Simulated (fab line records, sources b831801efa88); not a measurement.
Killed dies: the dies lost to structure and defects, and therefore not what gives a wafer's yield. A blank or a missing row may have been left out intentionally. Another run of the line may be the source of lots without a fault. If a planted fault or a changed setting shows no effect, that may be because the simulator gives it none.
fab line records	flow sky130
record lots=15	wafers=45	last-day=50
route steps=708 shown CAP2M@605 METAL4@630 METAL5@674 PASSIVATION@693
lots that met no fault: from a run of the same line without faults
start-h: hours from the record's opening day to when the first of the lot's shown wafers began	wait-h: how many hours have passed since the lot's step before this one	" identical to the entry in the row above	L1.1+2: several wafers, shown together as one row	- no value, or no start given	* or withheld: withheld	< > ~ a bound
route shown NAME@n: names a module that has steps shown in the file, with the first one's number in the route	usual: average and standard deviation across the fault-free wafers	same: alike in all rows	chamber/n: place in a boat	sites: readings site by site	_std_site: the standard deviation of these	_edge_site: mean of outer sites minus mean of inner sites	radius-mm: for every site, how far away it sits from the centre of the wafer	mask NAME#n: copy n	behind: tool/chamber where the wafer was last shaped	hold: why the lot was held/for how many hours/how that ended	device: the n, p or np transistor that did not switch	end of line: tests run on the same wafers once the route is complete	a step without rows: its recipe alone	killed: dies that structure and defects cost at the first sort, which is not the same as the wafer's yield	map: shows each die of a wafer: x if killed, . if not, _ if none is there
set.NAME: setting as actually run; set.NAME@STEP: the setting as run at that earlier step	model.NAME: the simulator's own value behind a step, which no gauge read
steps of the route over a sample of lots; a table a step, a row a wafer
services: the hour from which a tool's chamber was out of use, counted from the record's first day as start-h (under 0 if before that day), plus the number of hours and why
## steps
# step SKY_CAP2M_SPUTTER_02
# recipe material=TiN	target-thk-nm=200	temp-c=300	power-w=6500	time-s=166.7	chamber-pressure-pa=0.4
# usual substrate-temp-c=300.02/0.21	throttle-valve-pct=30.1/0.81
lot.wafer	tool	chamber	start-h	wait-h	substrate-temp-c	throttle-valve-pct
L499.1	pvd-sputter-01	-	927.23	0.1	300.16	29.9
L499.2	"	-	"	"	300.31	30.0
L499.5	"	-	"	"	300.23	30.1
L500.1	pvd-sputter-04	-	930.87	0.1	299.67	31.0
L500.4	"	-	"	"	300.04	31.3
L500.5	"	-	"	"	300.21	30.9
L501.1	pvd-sputter-01	-	945.59	0.1	299.70	31.3
L501.3	"	-	"	"	299.82	30.8
L501.5	"	-	"	"	300.03	30.4
L504.2	pvd-sputter-02	-	972.59	0.0	300.00	29.2
L504.4	"	-	"	"	300.09	28.9
L504.5	"	-	"	"	300.03	29.2
L503.3	pvd-sputter-04	-	974.08	0.0	300.02	30.8
L503.4	"	-	"	"	300.05	31.2
L503.6	"	-	"	"	299.94	30.9
L506.3	pvd-sputter-01	-	991.96	0.0	299.85	30.6
L506.5	"	-	"	"	299.59	30.0
L506.6	"	-	"	"	299.97	31.2
L508.1	pvd-sputter-01	-	993.22	0.1	300.21	30.5
L508.5	"	-	"	"	300.00	29.8
L508.6	"	-	"	"	300.25	30.0
L509.1	pvd-sputter-01	-	1001.94	0.1	299.87	29.9
L509.3	"	-	"	"	299.98	29.4
L509.5	"	-	"	"	299.69	30.4
L510.1	pvd-sputter-02	-	1010.44	0.1	299.92	29.1
L510.3	"	-	"	"	300.50	29.2
L510.4	"	-	"	"	300.16	29.1
L511.1	pvd-sputter-01	-	1016.35	0.1	299.58	31.2
L511.2	"	-	"	"	300.26	29.7
L511.6	"	-	"	"	299.70	30.0
L512.1	pvd-sputter-01	-	1028.47	0.1	300.08	29.8
L512.2	"	-	"	"	299.96	31.0
L512.4	"	-	"	"	299.99	31.0
L513.2	pvd-sputter-01	-	1029.27	0.0	300.51	30.7
L513.3	"	-	"	"	300.39	29.8
L513.6	"	-	"	"	300.27	29.9
L514.3	pvd-sputter-02	-	1036.57	0.0	300.17	28.4
L514.4	"	-	"	"	300.13	28.8
L514.5	"	-	"	"	300.01	29.0
L515.2	pvd-sputter-04	-	1044.71	0.0	300.17	29.9
L515.3	"	-	"	"	299.84	30.8
L515.4	"	-	"	"	300.22	31.1
L522.1	pvd-sputter-01	-	1081.33	0.1	299.76	30.0
L522.2	"	-	"	"	300.09	30.8
L522.4	"	-	"	"	300.11	31.2
# step SKY_METAL4_OVL_MEAS_14
# usual METAL4_OVL=0/5.4
lot.wafer	tool	chamber	start-h	wait-h	METAL4_OVL[nm]
L499.1	overlay-01	-	977.46	0.1	0
L499.2	"	-	"	"	4
L499.5	"	-	"	"	12
L500.1	overlay-02	-	980.46	0.1	-4
L500.4	"	-	"	"	1
L500.5	"	-	"	"	-2
L501.1	overlay-02	-	993.71	0.1	-1
L501.3	"	-	"	"	-4
L501.5	"	-	"	"	5
L504.2	overlay-01	-	1019.94	0.1	-9
L504.4	"	-	"	"	-3
L504.5	"	-	"	"	-1
L503.3	overlay-02	-	1021.24	0.1	-5
L503.4	"	-	"	"	-7
L503.6	"	-	"	"	-9
L506.3	overlay-01	-	1036.88	0.1	7
L506.5	"	-	"	"	2
L506.6	"	-	"	"	2
L508.1	overlay-01	-	1039.16	0.1	9
L508.5	"	-	"	"	10
L508.6	"	-	"	"	3
L509.1	overlay-01	-	1046.92	0.1	-6
L509.3	"	-	"	"	-2
L509.5	"	-	"	"	-2
L510.1	overlay-01	-	1055.23	0.1	2
L510.3	"	-	"	"	11
L510.4	"	-	"	"	-2
L511.1	overlay-01	-	1061.37	0.1	-13
L511.2	"	-	"	"	-7
L511.6	"	-	"	"	-1
L512.1	overlay-02	-	1072.12	0.1	-2
L512.2	"	-	"	"	10
L512.4	"	-	"	"	0
L513.2	overlay-01	-	1073.97	0.1	4
L513.3	"	-	"	"	-8
L513.6	"	-	"	"	2
L514.3	overlay-02	-	1081.42	0.1	2
L514.4	"	-	"	"	3
L514.5	"	-	"	"	2
L515.2	overlay-02	-	1088.39	0.1	0
L515.3	"	-	"	"	4
L515.4	"	-	"	"	-5
L522.1	overlay-02	-	1122.77	0.1	2
L522.2	"	-	"	"	1
L522.4	"	-	"	"	1
# step SKY_METAL5_DEVELOP_13
# recipe resist=NOVOLAK	developer=TMAH	develop-time-s=60	dev-temp-c=23
# usual chill-plate-temp-C=23.01/0.11	develop-time-s=60/0
lot.wafer	tool	chamber	start-h	wait-h	chill-plate-temp-C	develop-time-s
L499.1	litho-track-02	0	1025.84	0.1	23.08	60
L499.2	"	0	"	"	22.94	60
L499.5	"	0	"	"	23.20	60
L500.1	litho-track-04	0	1028.31	0.1	22.93	60
L500.4	"	0	"	"	22.91	60
L500.5	"	0	"	"	22.83	60
L501.1	litho-track-03	0	1041.64	0.1	22.92	60
L501.3	"	0	"	"	22.86	60
L501.5	"	0	"	"	22.86	60
L504.2	litho-track-03	0	1066.56	0.1	23.06	60
L504.4	"	0	"	"	22.87	60
L504.5	"	0	"	"	23.05	60
L503.3	litho-track-02	0	1067.19	0.1	23.10	60
L503.4	"	0	"	"	22.97	60
L503.6	"	0	"	"	22.91	60
L506.3	litho-track-04	0	1081.81	0.1	22.86	60
L506.5	"	0	"	"	23.11	60
L506.6	"	0	"	"	23.00	60
L508.1	litho-track-03	0	1084.14	0.1	23.15	60
L508.5	"	0	"	"	22.89	60
L508.6	"	0	"	"	22.98	60
L509.1	litho-track-03	0	1090.44	0.1	22.85	60
L509.3	"	0	"	"	23.07	60
L509.5	"	0	"	"	22.91	60
L510.1	litho-track-04	0	1099.16	0.1	23.00	60
L510.3	"	0	"	"	23.00	60
L510.4	"	0	"	"	22.96	60
L511.1	litho-track-02	0	1105.24	0.1	22.94	60
L511.2	"	0	"	"	22.97	60
L511.6	"	0	"	"	23.05	60
L512.1	litho-track-03	-	1116.34	0.1	-	-
L512.2	"	-	"	"	-	-
L512.4	"	-	"	"	-	-
L513.2	litho-track-04	-	1117.19	0.1	-	-
L513.3	"	-	"	"	-	-
L513.6	"	-	"	"	-	-
L514.3	litho-track-03	-	1124.64	0.1	-	-
L514.4	"	-	"	"	-	-
L514.5	"	-	"	"	-	-
L515.2	litho-track-04	0	1130.99	0.1	22.88	60
L515.3	"	0	"	"	23.10	60
L515.4	"	0	"	"	23.12	60
L522.1	litho-track-02	0	1161.89	0.1	23.08	60
L522.2	"	0	"	"	22.93	60
L522.4	"	0	"	"	23.06	60
# step SKY_PASSIVATION_STRIP_12
# recipe chemistry=O2/N2	power-w=1400	pressure-mtorr=1500	platen-temp-c=withheld	overash-fraction=0.7	o2-flow-sccm=3000	n2-flow-sccm=300
# usual drypump-motor-current-A=5.6/0.37	oes-product-au=0.660/0.0045	strip-time-to-endpoint-s=31.48/0.16
lot.wafer	tool	chamber	start-h	wait-h	drypump-motor-current-A	oes-product-au	rf-hours-counter-h	strip-time-to-endpoint-s
L499.1	plasma-asher-02	0	1049.22	0.1	5.7	0.668	124	31.58
L499.2	"	1	"	"	5.5	0.667	124	31.66
L499.5	"	0	"	"	5.7	0.659	-	31.40
L500.1	plasma-asher-02	0	1051.85	0.1	5.7	0.663	124	31.27
L500.4	"	1	"	"	5.5	0.658	-	31.36
L500.5	"	1	"	"	5.5	0.663	-	31.35
L501.1	plasma-asher-02	0	1064.75	0.1	5.7	0.651	0	31.51
L501.3	"	1	"	"	5.4	0.663	-	31.59
L501.5	"	1	"	"	5.4	0.662	-	31.59
L504.2	plasma-asher-02	0	1088.75	0.1	5.7	0.669	3	31.44
L504.4	"	1	"	"	5.5	0.660	-	31.31
L504.5	"	0	"	"	5.7	0.661	-	31.45
L503.3	plasma-asher-03	1	1089.28	0.1	5.0	0.664	-	31.65
L503.4	"	0	"	"	6.5	0.659	-	31.78
L503.6	"	0	"	"	6.5	0.665	-	31.40
L506.3	plasma-asher-04	0	1103.28	0.1	5.1	0.662	-	31.40
L506.5	"	0	"	"	5.1	0.659	-	31.42
L506.6	"	1	"	"	5.7	0.661	-	31.51
L508.1	plasma-asher-02	0	1106.52	0.1	5.7	0.660	4	31.32
L508.5	"	1	"	"	5.5	0.670	-	31.44
L508.6	"	0	"	"	5.7	0.665	-	31.25
L509.1	plasma-asher-04	1	1112.04	0.1	5.7	0.662	35	31.45
L509.3	"	0	"	"	5.1	0.657	-	31.56
L509.5	"	1	"	"	5.7	0.659	-	31.43
L510.1	plasma-asher-02	0	1120.72	0.1	5.7	0.666	6	31.60
L510.3	"	1	"	"	5.5	0.662	-	31.39
L510.4	"	0	"	"	5.7	0.663	-	31.18
L511.1	plasma-asher-02	0	1126.77	0.1	5.7	0.654	6	31.38
L511.2	"	1	"	"	5.5	0.660	6	31.41
L511.6	"	1	"	"	5.5	0.659	-	31.36
L515.2	plasma-asher-03	1	1150.24	0.1	5.0	0.655	71	31.46
L515.3	"	0	"	"	6.5	0.663	-	31.23
L515.4	"	1	"	"	5.0	0.661	-	31.24
L522.1	plasma-asher-02	0	1179.90	0.1	5.7	0.666	11	31.52
L522.2	"	1	"	"	5.4	0.657	11	31.52
L522.4	"	0	"	"	5.7	0.661	-	31.48
## services
tool	chamber	start-h	hours	kind
pvd-sputter-01	-	933.67	6.5	repair
litho-track-02	-	944.07	-	consumable-replace:filter
pvd-sputter-01	-	960.15	14.7	repair
plasma-asher-04	-	969.31	1.4	repair
pvd-sputter-02	-	995.21	2.4	repair
plasma-asher-03	-	1004.26	1.6	repair
pvd-sputter-01	-	1019.29	1.2	repair
plasma-asher-04	-	1045.34	14.6	pm
pvd-sputter-02	-	1046.65	12.6	repair
plasma-asher-03	-	1052.06	15.6	pm
plasma-asher-02	-	1055.35	9.0	pm
plasma-asher-02	0	1055.35	9.0	vent-cycle
plasma-asher-02	1	1055.35	9.0	vent-cycle
pvd-sputter-01	-	1059.15	1.0	repair
plasma-asher-02	0	1064.35	-	clean
plasma-asher-02	1	1064.35	-	clean
plasma-asher-04	-	1065.75	1.9	repair
plasma-asher-04	-	1072.80	6.1	repair
pvd-sputter-01	-	1119.28	5.2	repair
litho-track-02	-	1138.62	-	consumable-replace:filter
pvd-sputter-04	-	1142.28	2.2	repair
pvd-sputter-02	-	1162.49	8.6	repair
pvd-sputter-04	-	1172.74	1.3	repair
## key
first-sign step=SKY_METAL5_DEVELOP_13	reading=tool-record	direction=missing
effect none on later readings
met-at SKY_METAL5_DEVELOP_13
struck-lots L512,L513,L514
later-rows-left-out L512.1,L512.2,L512.4,L513.2,L513.3,L513.6,L514.3,L514.4,L514.5
sort-left-out L512.1,L512.2,L512.4,L513.2,L513.3,L513.6,L514.3,L514.4,L514.5
not-acting-at SKY_CAP2M_SPUTTER_02,SKY_METAL4_OVL_MEAS_14,SKY_PASSIVATION_STRIP_12
onset-between 1099.16 1116.34
fault kind=skipped-step-whole	tool=litho-track-03,litho-track-04	chamber=-	onset-h=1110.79	steps=SKY_METAL5_DEVELOP_13	scope=struck-lots-only
# sort-left-out: the simulated sort isn't trusted on such a fault, so these wafers' sort isn't shown, and their yield isn't known
# later-rows-left-out: the simulator's readings of these wafers behind a module that went badly wrong aren't trusted and aren't shown, but for the sort
